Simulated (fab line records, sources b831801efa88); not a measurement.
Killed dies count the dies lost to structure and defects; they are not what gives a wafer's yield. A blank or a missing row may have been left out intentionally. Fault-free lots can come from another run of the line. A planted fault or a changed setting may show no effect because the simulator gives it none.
fab line records | flow sky130 | part 1 of 2: steps 1 to 43 of 44
record: lots: 7 | wafers: 20 | last-day: 49
route steps=708 shown VIA3@590 METAL4@598 CAP2M@603 PAD_OPEN@708
lots that met no fault: taken from a fault-free run of the same line
start-h: hours from the record's opening day to when the first of the lot's shown wafers began | wait-h: hours since the lot's step before | " as in the row above | L1.1+2: one row covering several wafers at once | - either no value or no given start | * or withheld: withheld | < > ~ a bound
route shown NAME@n: names a module that has steps shown in the file, with the first one's number in the route | usual: average and standard deviation across the fault-free wafers | same: alike in all rows | chamber/n: place in a boat | sites: each site's reading | _std_site: standard deviation across them | _edge_site: inner sites' mean taken away from outer sites' mean | radius-mm: how far each site lies from the wafer's centre | mask NAME#n: copy n | behind: the last tool/chamber to shape the wafer | hold: what put the lot on hold/how long, in hours/how the hold closed | device: the transistor (n, p or np) that didn't switch | end of line: tests of these same wafers at the route's end | a step without rows: its recipe alone | killed: at the first sort, the dies lost to defects and structure; wafer yield is something else | map: dies across one wafer; x = killed, . = not, _ = none there
set.NAME: the setting as run; set.NAME@STEP: as run at that earlier step | model.NAME: the simulator's own value behind a step, which no gauge read
lots at selected steps of the route; one table per step, one row per wafer
services: the hour from which a tool's chamber was out of use, counted from the record's first day as start-h (under 0 if before that day), plus the number of hours and why
== steps ==
step: SKY_VIA3_STRIP_17
recipe: chemistry: post-etch-residue-remover | time-s: 1200 | temp-c: 72.5
step: SKY_VIA3_CLEAN_18
recipe: chemistry: IPA | time-s: 180 | temp-c: 25
step: SKY_VIA3_CLEAN_19
recipe: chemistry: O3/DIW | dry: n2-spin
step: SKY_VIA3_SPUTTER_20
recipe: material: TiN | target-thk-nm: 20 | chamber-pressure-pa: 5 | power-w: 4000 | time-s: 80
step: SKY_VIA3_CVD_21
recipe: material: W | target-thk-nm: 390 | time-s: 117.31 | temp-c: 400 | pressure-torr: 40
usual: heater-power-w: 850/82
lot.wafer | tool     | chamber | start-h | wait-h | heater-power-w
L296.1    | cvd-w-02 | 1       | 938.68  | 0.0    | 991
L296.2    | "        | 0       | "       | "      | 838
L296.3    | "        | 1       | "       | "      | 1003
L297.1    | cvd-w-01 | 1       | 942.83  | 0.0    | 827
L297.2    | "        | 0       | "       | "      | 834
L297.5    | "        | 1       | "       | "      | 778
L298.2    | cvd-w-01 | 0       | 945.38  | 0.0    | 825
L298.4    | "        | 1       | "       | "      | 787
L298.5    | "        | 0       | "       | "      | 839
L300.1    | cvd-w-02 | 0       | 973.04  | 0.0    | 820
L300.4    | "        | 1       | "       | "      | 1006
L300.5    | "        | 0       | "       | "      | 813
L303.1    | cvd-w-02 | 0       | 994.69  | 0.0    | 822
L303.2    | "        | 1       | "       | "      | 1022
L303.6    | "        | 1       | "       | "      | 1050
L307.2    | cvd-w-01 | 1       | 1014.37 | 0.1    | 810
L307.3    | "        | 1       | "       | "      | 787
L311.1    | cvd-w-01 | 0       | 1042.83 | 0.0    | 839
L311.3    | "        | 1       | "       | "      | 797
L311.6    | "        | 0       | "       | "      | 842
step: SKY_VIA3_RS_MEAS_22
recipe: thk-meas-gauge: four-point-probe | reads: W_of_VIA3_CVD_21+TiN_of_VIA3_SPUTTER_20
usual: VIA3_W_RS: 0.295/0.0041
lot.wafer | tool          | chamber | start-h | wait-h | VIA3_W_RS[ohm/sq]
L296.1    | film-metro-03 | -       | 938.80  | 0.1    | 0.306
L296.2    | "             | -       | "       | "      | 0.296
L296.3    | "             | -       | "       | "      | 0.302
L297.1    | film-metro-02 | -       | 942.95  | 0.1    | 0.288
L297.2    | "             | -       | "       | "      | 0.297
L297.5    | "             | -       | "       | "      | 0.289
L298.2    | film-metro-03 | -       | 945.52  | 0.1    | 0.301
L298.4    | "             | -       | "       | "      | 0.295
L298.5    | "             | -       | "       | "      | 0.300
L300.1    | film-metro-04 | -       | 973.17  | 0.1    | 0.295
L300.4    | "             | -       | "       | "      | 0.303
L300.5    | "             | -       | "       | "      | 0.291
L303.1    | film-metro-04 | -       | 994.82  | 0.1    | 0.294
L303.2    | "             | -       | "       | "      | 0.302
L303.6    | "             | -       | "       | "      | 0.301
L307.2    | film-metro-02 | -       | 1014.59 | 0.2    | 0.292
L307.3    | "             | -       | "       | "      | 0.295
L311.1    | film-metro-03 | -       | 1042.95 | 0.1    | 0.299
L311.3    | "             | -       | "       | "      | 0.296
L311.6    | "             | -       | "       | "      | 0.298
step: SKY_VIA3_THK_MEAS_23
recipe: thk-meas-gauge: xrf | reads: W_of_VIA3_CVD_21
usual: VIA3_W_THK: 376/6
lot.wafer | tool          | chamber | start-h | wait-h | VIA3_W_THK[nm]
L296.1    | film-metro-03 | -       | 938.92  | 0.1    | 368
L296.2    | "             | -       | "       | "      | 378
L296.3    | "             | -       | "       | "      | 371
L297.1    | film-metro-02 | -       | 943.07  | 0.1    | 383
L297.2    | "             | -       | "       | "      | 372
L297.5    | "             | -       | "       | "      | 384
L298.2    | film-metro-03 | -       | 945.63  | 0.1    | 373
L298.4    | "             | -       | "       | "      | 380
L298.5    | "             | -       | "       | "      | 373
L300.1    | film-metro-04 | -       | 973.29  | 0.1    | 376
L300.4    | "             | -       | "       | "      | 365
L300.5    | "             | -       | "       | "      | 379
L303.1    | film-metro-04 | -       | 994.94  | 0.1    | 378
L303.2    | "             | -       | "       | "      | 368
L303.6    | "             | -       | "       | "      | 370
L307.2    | film-metro-02 | -       | 1014.70 | 0.1    | 382
L307.3    | "             | -       | "       | "      | 378
L311.1    | film-metro-03 | -       | 1043.07 | 0.1    | 374
L311.3    | "             | -       | "       | "      | 378
L311.6    | "             | -       | "       | "      | 375
step: SKY_VIA3_CMP_24
recipe: stop-on: SiO2 | t-overpolish-s: 20 | down-force-psi: 3.5 | platen-rpm: 60 | target-thk-nm: 0 | pad-velocity-m-s: 0.94248
step: SKY_METAL4_SPUTTER_00
recipe: material: Ti | target-thk-nm: 15 | power-w: 3000 | time-s: 10 | chamber-pressure-pa: 0.4
usual: throttle-valve-pct: 30.2/1.2
lot.wafer | tool           | chamber | start-h | wait-h | throttle-valve-pct
L296.1    | pvd-sputter-02 | -       | 939.28  | 0.1    | 28.5
L296.2    | "              | -       | "       | "      | 30.8
L296.3    | "              | -       | "       | "      | 29.4
L297.1    | pvd-sputter-01 | -       | 943.43  | 0.2    | 28.7
L297.2    | "              | -       | "       | "      | 29.7
L297.5    | "              | -       | "       | "      | 31.3
L298.2    | pvd-sputter-02 | -       | 945.98  | 0.2    | 30.9
L298.4    | "              | -       | "       | "      | 29.4
L298.5    | "              | -       | "       | "      | 31.4
L300.1    | pvd-sputter-02 | -       | 973.65  | 0.2    | 30.9
L300.4    | "              | -       | "       | "      | 28.8
L300.5    | "              | -       | "       | "      | 31.1
L303.1    | pvd-sputter-02 | -       | 995.30  | 0.1    | 31.6
L303.2    | "              | -       | "       | "      | 30.8
L303.6    | "              | -       | "       | "      | 28.8
L307.2    | pvd-sputter-02 | -       | 1015.05 | 0.2    | 29.5
L307.3    | "              | -       | "       | "      | 31.1
L311.1    | pvd-sputter-01 | -       | 1044.01 | 0.1    | 29.6
L311.3    | "              | -       | "       | "      | 31.3
L311.6    | "              | -       | "       | "      | 31.5
step: SKY_METAL4_SPUTTER_01
recipe: material: TiN | target-thk-nm: 20 | power-w: 6500 | time-s: 16.7 | chamber-pressure-pa: 0.4
step: SKY_METAL4_SPUTTER_02
recipe: material: AlCu | target-thk-nm: 735 | power-w: 10600 | time-s: 39.1 | chamber-pressure-pa: 0.4
usual: throttle-valve-pct: 30.3/1.2
lot.wafer | tool           | chamber | start-h | wait-h | throttle-valve-pct
L296.1    | pvd-sputter-02 | -       | 939.33  | 0.0    | 28.6
L296.2    | "              | -       | "       | "      | 30.9
L296.3    | "              | -       | "       | "      | 29.6
L297.1    | pvd-sputter-01 | -       | 943.48  | 0.0    | 28.7
L297.2    | "              | -       | "       | "      | 29.5
L297.5    | "              | -       | "       | "      | 31.3
L298.2    | pvd-sputter-02 | -       | 946.03  | 0.0    | 31.1
L298.4    | "              | -       | "       | "      | 29.4
L298.5    | "              | -       | "       | "      | 31.5
L300.1    | pvd-sputter-02 | -       | 973.69  | 0.0    | 30.9
L300.4    | "              | -       | "       | "      | 28.7
L300.5    | "              | -       | "       | "      | 31.0
L303.1    | pvd-sputter-02 | -       | 995.34  | 0.0    | 31.1
L303.2    | "              | -       | "       | "      | 30.6
L303.6    | "              | -       | "       | "      | 28.7
L307.2    | pvd-sputter-02 | -       | 1015.10 | 0.0    | 29.4
L307.3    | "              | -       | "       | "      | 31.0
L311.1    | pvd-sputter-01 | -       | 1044.06 | 0.0    | 29.7
L311.3    | "              | -       | "       | "      | 31.2
L311.6    | "              | -       | "       | "      | 31.3
step: SKY_METAL4_SPUTTER_03
recipe: material: Ti | target-thk-nm: 5 | power-w: 3000 | time-s: 3.3 | chamber-pressure-pa: 0.4
step: SKY_METAL4_SPUTTER_04
recipe: material: TiN | target-thk-nm: 70 | power-w: 6500 | time-s: 58.3 | chamber-pressure-pa: 0.4
usual: throttle-valve-pct: 30.3/1.2
lot.wafer | tool           | chamber | start-h | wait-h | throttle-valve-pct | model.TiN_of_METAL4_SPUTTER_04.thk-nm
L296.1    | pvd-sputter-02 | -       | 939.39  | 0.0    | 28.8               | 71.18
L296.2    | "              | -       | "       | "      | 31.3               | 71.02
L296.3    | "              | -       | "       | "      | 29.6               | 70.67
L297.1    | pvd-sputter-01 | -       | 943.54  | 0.0    | 28.9               | 68.91
L297.2    | "              | -       | "       | "      | 29.8               | 68.21
L297.5    | "              | -       | "       | "      | 31.3               | 68.97
L298.2    | pvd-sputter-02 | -       | 946.09  | 0.0    | 31.0               | 70.71
L298.4    | "              | -       | "       | "      | 29.2               | 69.37
L298.5    | "              | -       | "       | "      | 31.5               | 69.45
L300.1    | pvd-sputter-02 | -       | 973.75  | 0.0    | 30.8               | 119.2
L300.4    | "              | -       | "       | "      | 28.9               | 70.03
L300.5    | "              | -       | "       | "      | 31.3               | 70.47
L303.1    | pvd-sputter-02 | -       | 995.40  | 0.0    | 31.3               | 118.6
L303.2    | "              | -       | "       | "      | 31.1               | 70.52
L303.6    | "              | -       | "       | "      | 28.7               | 70.6
L307.2    | pvd-sputter-02 | -       | 1015.16 | 0.0    | 29.6               | 68.32
L307.3    | "              | -       | "       | "      | 31.0               | 118.3
L311.1    | pvd-sputter-01 | -       | 1044.11 | 0.0    | 29.7               | 69.44
L311.3    | "              | -       | "       | "      | 31.1               | 70.42
L311.6    | "              | -       | "       | "      | 31.3               | 70.88
step: SKY_CAP2M_CVD_00
recipe: material: SiO2 | target-thk-nm: 15.5 | temp-c: 400 | time-s: withheld | rf-w: 450
usual: heater-power-w: 691/90
lot.wafer | tool     | chamber | start-h | wait-h | heater-power-w
L296.1    | pecvd-01 | 1       | 939.44  | 0.0    | 624
L296.2    | "        | 0       | "       | "      | 779
L296.3    | "        | 2       | "       | "      | 575
L297.1    | pecvd-04 | 0       | 943.59  | 0.0    | 716
L297.2    | "        | 1       | "       | "      | 628
L297.5    | "        | 1       | "       | "      | 649
L298.2    | pecvd-01 | 0       | 946.14  | 0.0    | 765
L298.4    | "        | 2       | "       | "      | 628
L298.5    | "        | 0       | "       | "      | 742
L300.1    | pecvd-04 | 0       | 973.80  | 0.0    | 720
L300.4    | "        | 1       | "       | "      | 618
L300.5    | "        | 2       | "       | "      | 804
L303.1    | pecvd-02 | 1       | 995.45  | 0.0    | 797
L303.2    | "        | 2       | "       | "      | 642
L303.6    | "        | 2       | "       | "      | 636
L307.2    | pecvd-02 | 0       | 1015.21 | 0.0    | 693
L307.3    | "        | 0       | "       | "      | 697
L311.1    | pecvd-02 | 1       | 1044.16 | 0.0    | 788
L311.3    | "        | 2       | "       | "      | 660
L311.6    | "        | 0       | "       | "      | 694
step: SKY_CAP2M_THK_MEAS_01
recipe: reads: SiO2_of_CAP2M_CVD_00
usual: CAP2M_CVD_00_THK: 15.6/0.33
lot.wafer | tool          | chamber | start-h | wait-h | CAP2M_CVD_00_THK[nm]
L296.1    | film-metro-03 | -       | 939.46  | -      | 15.6
L296.2    | "             | -       | "       | "      | 15.4
L296.3    | "             | -       | "       | "      | 15.8
L297.1    | film-metro-04 | -       | 943.61  | -      | 15.3
L297.2    | "             | -       | "       | "      | 15.5
L297.5    | "             | -       | "       | "      | 15.8
L298.2    | film-metro-04 | -       | 946.17  | -      | 15.5
L298.4    | "             | -       | "       | "      | 16.2
L298.5    | "             | -       | "       | "      | 16.1
L300.1    | film-metro-03 | -       | 973.82  | -      | 15.3
L300.4    | "             | -       | "       | "      | 15.6
L300.5    | "             | -       | "       | "      | 15.5
L303.1    | film-metro-04 | -       | 995.48  | -      | 15.1
L303.2    | "             | -       | "       | "      | 14.7
L303.6    | "             | -       | "       | "      | 14.9
L307.2    | film-metro-03 | -       | 1015.25 | -      | 15.0
L307.3    | "             | -       | "       | "      | 15.3
L311.1    | film-metro-03 | -       | 1044.18 | -      | 15.6
L311.3    | "             | -       | "       | "      | 15.0
L311.6    | "             | -       | "       | "      | 15.2
step: SKY_CAP2M_SPUTTER_02
recipe: material: TiN | target-thk-nm: 200 | temp-c: 300 | power-w: 6500 | time-s: 166.7 | chamber-pressure-pa: 0.4
step: SKY_CAP2M_RS_MEAS_03
recipe: thk-meas-gauge: four-point-probe | reads: TiN_of_CAP2M_SPUTTER_02
usual: CAP2M_TIN_RS: 6.91/0.08
lot.wafer | tool          | chamber | start-h | wait-h | CAP2M_TIN_RS[ohm/sq]
L296.1    | film-metro-03 | -       | 939.63  | 0.1    | 6.90
L296.2    | "             | -       | "       | "      | 6.85
L296.3    | "             | -       | "       | "      | 6.88
L297.1    | film-metro-04 | -       | 943.78  | 0.1    | 6.87
L297.2    | "             | -       | "       | "      | 6.94
L297.5    | "             | -       | "       | "      | 7.03
L298.2    | film-metro-03 | -       | 946.35  | 0.1    | 6.88
L298.4    | "             | -       | "       | "      | 6.89
L298.5    | "             | -       | "       | "      | 6.90
L300.1    | film-metro-01 | -       | 973.99  | 0.1    | 6.91
L300.4    | "             | -       | "       | "      | 6.83
L300.5    | "             | -       | "       | "      | 6.80
L303.1    | film-metro-04 | -       | 995.65  | 0.1    | 6.79
L303.2    | "             | -       | "       | "      | 6.85
L303.6    | "             | -       | "       | "      | 6.88
L307.2    | film-metro-04 | -       | 1015.43 | 0.1    | 6.87
L307.3    | "             | -       | "       | "      | 6.90
L311.1    | film-metro-04 | -       | 1044.35 | 0.1    | 7.18
L311.3    | "             | -       | "       | "      | 6.97
L311.6    | "             | -       | "       | "      | 7.01
step: SKY_CAP2M_THK_MEAS_04
recipe: thk-meas-gauge: xrf | reads: TiN_of_CAP2M_SPUTTER_02
usual: CAP2M_TIN_THK: 202.1/2.8
lot.wafer | tool          | chamber | start-h | wait-h | CAP2M_TIN_THK[nm]
L296.1    | film-metro-03 | -       | 939.75  | 0.1    | 200.7
L296.2    | "             | -       | "       | "      | 201.9
L296.3    | "             | -       | "       | "      | 201.0
L297.1    | film-metro-04 | -       | 943.90  | 0.1    | 203.4
L297.2    | "             | -       | "       | "      | 202.0
L297.5    | "             | -       | "       | "      | 200.6
L298.2    | film-metro-03 | -       | 946.46  | 0.1    | 200.7
L298.4    | "             | -       | "       | "      | 200.5
L298.5    | "             | -       | "       | "      | 200.7
L300.1    | film-metro-01 | -       | 974.11  | 0.1    | 204.3
L300.4    | "             | -       | "       | "      | 206.5
L300.5    | "             | -       | "       | "      | 207.8
L303.1    | film-metro-04 | -       | 995.77  | 0.1    | 205.3
L303.2    | "             | -       | "       | "      | 204.6
L303.6    | "             | -       | "       | "      | 203.3
L307.2    | film-metro-04 | -       | 1015.54 | 0.1    | 204.5
L307.3    | "             | -       | "       | "      | 202.7
L311.1    | film-metro-04 | -       | 1044.47 | 0.1    | 194.5
L311.3    | "             | -       | "       | "      | 200.7
L311.6    | "             | -       | "       | "      | 199.6
step: SKY_CAP2M_DEHYDRATE_05
recipe: temp-c: 200 | time-s: 60
step: SKY_CAP2M_HMDS_06
recipe: prime-time-s: 60 | prime-temp-c: 120
step: SKY_CAP2M_COAT_07
recipe: resist: NOVOLAK | spin-rpm: 3000 | resist-thk-nm: 1140
step: SKY_CAP2M_SOFTBAKE_08
recipe: temp-c: 90 | time-s: 60 | resist: NOVOLAK
step: SKY_CAP2M_EXPOSE_09
recipe: mask-id: CAP2M | na: 0.6 | source-shape: conventional | sigma-outer: 0.6 | polarization: unpolarized | target-cd-nm: 1000 | dose-mj: 159
step: SKY_CAP2M_PEB_10
recipe: temp-c: withheld | time-s: * | resist: NOVOLAK
step: SKY_CAP2M_DEVELOP_11
recipe: resist: NOVOLAK | developer: TMAH | develop-time-s: 60 | dev-temp-c: 23
step: SKY_CAP2M_OVL_MEAS_12
usual: CAP2M_OVL: -0.2/1.5
lot.wafer | tool       | chamber | start-h | wait-h | CAP2M_OVL[nm]
L296.1    | overlay-02 | -       | 963.12  | 0.1    | 0.1
L296.2    | "          | -       | "       | "      | -1.0
L296.3    | "          | -       | "       | "      | 1.3
L297.1    | overlay-01 | -       | 967.72  | 0.1    | 0.8
L297.2    | "          | -       | "       | "      | 0.8
L297.5    | "          | -       | "       | "      | 1.6
L298.2    | overlay-02 | -       | 971.12  | 0.1    | 1.8
L298.4    | "          | -       | "       | "      | 1.3
L298.5    | "          | -       | "       | "      | 2.5
L300.1    | overlay-02 | -       | 997.08  | 0.1    | 1.2
L300.4    | "          | -       | "       | "      | 0.6
L300.5    | "          | -       | "       | "      | -0.7
L303.1    | overlay-01 | -       | 1018.36 | 0.1    | -1.2
L303.2    | "          | -       | "       | "      | -1.1
L303.6    | "          | -       | "       | "      | -1.6
L307.2    | overlay-02 | -       | 1037.59 | 0.1    | -1.4
L307.3    | "          | -       | "       | "      | -2.0
L311.1    | overlay-01 | -       | 1066.13 | 0.1    | -1.9
L311.3    | "          | -       | "       | "      | -1.1
L311.6    | "          | -       | "       | "      | -1.2
step: SKY_CAP2M_METAL_ETCH_13
recipe: target-depth-nm: 220 | stop-on: SiO2 | chemistry: Cl2/BCl3 | target: TiN | pressure-mtorr: 10 | icp-w: 900 | bias-w: 48.5 | Cl2_flow_sccm: 60 | bcl3-flow-sccm: 30 | time-s: 62.9
usual: drypump-motor-current-A: 5.5/0.35 | oes-product-au: 0.942/0.0085 | throttle-valve-pct: 21.902/0.011
lot.wafer | tool         | chamber | start-h | wait-h | drypump-motor-current-A | oes-product-au | rf-hours-counter-h | throttle-valve-pct
L296.1    | rie-metal-01 | 1       | 963.15  | 0.0    | 5.7                     | 0.948          | 11                 | 21.903
L296.2    | "            | 0       | "       | "      | 5.3                     | 0.952          | 18                 | 21.902
L296.3    | "            | 0       | "       | "      | 5.3                     | 0.944          | -                  | 21.905
L297.1    | rie-metal-02 | 1       | 967.75  | 0.0    | 5.7                     | 0.946          | 6                  | 21.891
L297.2    | "            | 0       | "       | "      | 5.9                     | 0.940          | 17                 | 21.911
L297.5    | "            | 0       | "       | "      | 6.0                     | 0.934          | -                  | 21.906
L298.2    | rie-metal-01 | 0       | 971.15  | 0.0    | 5.3                     | 0.942          | 18                 | 21.903
L298.4    | "            | 0       | "       | "      | 5.3                     | 0.944          | -                  | 21.891
L298.5    | "            | 0       | "       | "      | 5.3                     | 0.943          | -                  | 21.910
L300.1    | rie-metal-02 | 1       | 997.12  | 0.0    | 5.7                     | 0.947          | 8                  | 21.910
L300.4    | "            | 0       | "       | "      | 6.0                     | 0.945          | -                  | 21.872
L300.5    | "            | 0       | "       | "      | 6.0                     | 0.951          | -                  | 21.886
L303.1    | rie-metal-04 | 0       | 1018.40 | 0.0    | 5.6                     | 0.953          | 17                 | 21.896
L303.2    | "            | 1       | "       | "      | 5.0                     | 0.946          | 13                 | 21.905
L303.6    | "            | 1       | "       | "      | 5.0                     | 0.941          | -                  | 21.917
L307.2    | rie-metal-01 | 0       | 1037.62 | 0.0    | 5.3                     | 0.947          | 22                 | 21.907
L307.3    | "            | 1       | "       | "      | 5.7                     | 0.940          | -                  | 21.885
L311.1    | rie-metal-01 | 1       | 1066.17 | 0.0    | 5.7                     | 0.915          | 18                 | 21.912
L311.3    | "            | 1       | "       | "      | 5.7                     | 0.941          | -                  | 21.900
L311.6    | "            | 1       | "       | "      | 5.7                     | 0.944          | -                  | 21.906
step: SKY_CAP2M_STRIP_14
recipe: chemistry: O2/N2 | power-w: 1400 | pressure-mtorr: 1500 | platen-temp-c: withheld | o2-flow-sccm: 3000 | n2-flow-sccm: 300 | overash-fraction: 0.5
step: SKY_CAP2M_STRIP_15
recipe: chemistry: post-etch-residue-remover | time-s: 1200 | temp-c: 72.5
step: SKY_CAP2M_CLEAN_16
recipe: chemistry: IPA | time-s: 180 | temp-c: 25
step: SKY_CAP2M_CLEAN_17
recipe: chemistry: O3/DIW | dry: n2-spin
step: SKY_METAL4_DEHYDRATE_05
recipe: temp-c: 200 | time-s: 60
step: SKY_METAL4_HMDS_06
recipe: prime-time-s: 60 | prime-temp-c: 120
step: SKY_METAL4_COAT_07
recipe: resist: BARC | temp-c: withheld | time-s: withheld | spin-rpm: 3000 | resist-thk-nm: 60
step: SKY_METAL4_COAT_08
recipe: resist: KrF-thick | spin-rpm: 3000 | resist-thk-nm: 1140
step: SKY_METAL4_SOFTBAKE_09
recipe: temp-c: 100 | time-s: 90 | resist: KrF-thick
step: SKY_METAL4_EXPOSE_10
recipe: mask-id: MM4 | na: 0.68 | source-shape: annular | sigma-inner: 0.4 | sigma-outer: 0.8 | target-cd-nm: 300 | dose-mj: 28
step: SKY_METAL4_PEB_11
recipe: peb-temp-c: withheld | peb-time-s: withheld | resist: KrF-thick
step: SKY_METAL4_DEVELOP_12
recipe: develop-time-s: 60 | resist: KrF-thick | dev-temp-c: 21
step: SKY_METAL4_CD_MEAS_13
recipe: target-cd-nm: 300
usual: cd-nm: 300.1/1.6
lot.wafer | tool      | chamber | start-h | wait-h | cd-nm
L296.1    | cd-sem-01 | -       | 988.51  | -      | 298.9
L296.2    | "         | -       | "       | "      | 298.9
L296.3    | "         | -       | "       | "      | 298.5
L297.1    | cd-sem-01 | -       | 992.07  | -      | 298.3
L297.2    | "         | -       | "       | "      | 297.4
L297.5    | "         | -       | "       | "      | 298.8
L298.2    | cd-sem-02 | -       | 995.88  | -      | 298.7
L298.4    | "         | -       | "       | "      | 298.6
L298.5    | "         | -       | "       | "      | 298.3
L300.1    | cd-sem-02 | -       | 1020.47 | -      | 299.2
L300.4    | "         | -       | "       | "      | 299.0
L300.5    | "         | -       | "       | "      | 299.0
L303.1    | cd-sem-02 | -       | 1041.57 | -      | 299.5
L303.2    | "         | -       | "       | "      | 299.3
L303.6    | "         | -       | "       | "      | 298.9
L307.2    | cd-sem-01 | -       | 1059.89 | -      | 299.5
L307.3    | "         | -       | "       | "      | 300.3
L311.1    | cd-sem-01 | -       | 1087.92 | -      | 303.0
L311.3    | "         | -       | "       | "      | 302.2
L311.6    | "         | -       | "       | "      | 302.8
step: SKY_METAL4_OVL_MEAS_14
usual: METAL4_OVL: 1/5.4
lot.wafer | tool       | chamber | start-h | wait-h | METAL4_OVL[nm]
L296.1    | overlay-02 | -       | 988.63  | 0.1    | -3
L296.2    | "          | -       | "       | "      | -1
L296.3    | "          | -       | "       | "      | 1
L297.1    | overlay-01 | -       | 992.19  | 0.1    | 3
L297.2    | "          | -       | "       | "      | -1
L297.5    | "          | -       | "       | "      | -1
L298.2    | overlay-01 | -       | 995.99  | 0.1    | -11
L298.4    | "          | -       | "       | "      | -4
L298.5    | "          | -       | "       | "      | 1
L300.1    | overlay-01 | -       | 1020.59 | 0.1    | 11
L300.4    | "          | -       | "       | "      | -1
L300.5    | "          | -       | "       | "      | 1
L303.1    | overlay-02 | -       | 1041.69 | 0.1    | -3
L303.2    | "          | -       | "       | "      | 0
L303.6    | "          | -       | "       | "      | 9
L307.2    | overlay-01 | -       | 1059.99 | 0.1    | -10
L307.3    | "          | -       | "       | "      | 4
L311.1    | overlay-02 | -       | 1088.04 | 0.1    | 7
L311.3    | "          | -       | "       | "      | 1
L311.6    | "          | -       | "       | "      | 1
step: SKY_METAL4_DESCUM_15
recipe: chemistry: O2 | source-power-w: 150 | bias-power-w: 0 | pressure-mtorr: 10 | temp-c: 40 | time-s: 8
step: SKY_METAL4_METAL_ETCH_18
recipe: target-depth-a: 8450 | stop-on: SiO2 | over-etch-frac: 0.3 | time-s: 183.1 | chemistry: Cl2/BCl3 | resist-sidewall-deg: 88 | pressure-mtorr: 10 | icp-w: 900 | bias-w: 48.5 | Cl2_flow_sccm: 60 | bcl3-flow-sccm: 30
usual: drypump-motor-current-A: 5.50/0.29 | oes-product-au: 0.865/0.0058 | throttle-valve-pct: 22.264/0.0096
lot.wafer | tool         | chamber | start-h | wait-h | drypump-motor-current-A | oes-product-au | rf-hours-counter-h | throttle-valve-pct
L296.1    | rie-metal-04 | 0       | 988.82  | 0.0    | 5.61                    | 0.869          | 15                 | 22.269
L296.2    | "            | 1       | "       | "      | 4.98                    | 0.869          | 11                 | 22.258
L296.3    | "            | 0       | "       | "      | 5.60                    | 0.873          | -                  | 22.266
L297.1    | rie-metal-03 | 1       | 992.37  | 0.0    | 5.53                    | 0.864          | 22                 | 22.270
L297.2    | "            | 0       | "       | "      | 5.78                    | 0.861          | 8                  | 22.270
L297.5    | "            | 0       | "       | "      | 5.79                    | 0.872          | -                  | 22.281
L298.2    | rie-metal-01 | 0       | 996.17  | 0.0    | 5.29                    | 0.876          | 20                 | 22.275
L298.4    | "            | 0       | "       | "      | 5.29                    | 0.871          | -                  | 22.258
L298.5    | "            | 0       | "       | "      | 5.28                    | 0.865          | -                  | 22.238
L300.1    | rie-metal-03 | 0       | 1020.77 | 0.0    | 5.78                    | 0.893          | 11                 | 22.261
L300.4    | "            | 0       | "       | "      | 5.77                    | 0.872          | -                  | 22.263
L300.5    | "            | 0       | "       | "      | 5.75                    | 0.868          | -                  | 22.257
L303.1    | rie-metal-03 | 0       | 1041.87 | 0.0    | 5.80                    | 0.895          | 13                 | 22.269
L303.2    | "            | 1       | "       | "      | 5.54                    | 0.872          | 1                  | 22.267
L303.6    | "            | 1       | "       | "      | 5.53                    | 0.867          | -                  | 22.277
L307.2    | rie-metal-04 | 1       | 1060.17 | 0.0    | 4.96                    | 0.873          | 15                 | 22.271
L307.3    | "            | 1       | "       | "      | 4.96                    | 0.893          | -                  | 22.258
L311.1    | rie-metal-03 | 1       | 1088.22 | 0.0    | 5.53                    | 0.859          | 4                  | 22.271
L311.3    | "            | 1       | "       | "      | 5.52                    | 0.868          | -                  | 22.275
L311.6    | "            | 1       | "       | "      | 5.49                    | 0.868          | -                  | 22.273
== key ==
first-sign: step: SKY_METAL4_METAL_ETCH_18 | reading: oes-product-au | direction: up | sigmas: 4.9 | usual: 0.865 | struck: 0.894
effect none on later readings
model-effect: step: SKY_METAL4_SPUTTER_04 | value: TiN_of_METAL4_SPUTTER_04.thk-nm | without: 69.5 | struck: 118.7
model-effect: step: SKY_PAD_OPEN_PROBE_99 | value: etest.via4-chain.rc-ohm | without: 0.8064 | struck: 0.8942
met-at SKY_METAL4_SPUTTER_04
struck-wafers L300.1,L303.1,L307.3
onset-between 946.09 973.75
fault: kind: process-parameter-drift | tool: pvd-sputter-02 | chamber: - | onset-h: 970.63 | steps: SKY_METAL4_SPUTTER_04 | channel: target-thk-nm | offset: 49.222 | shape: step | end-h: 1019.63 | scope: struck-wafers-only | acts-in: these-recipes-only | stated: 70
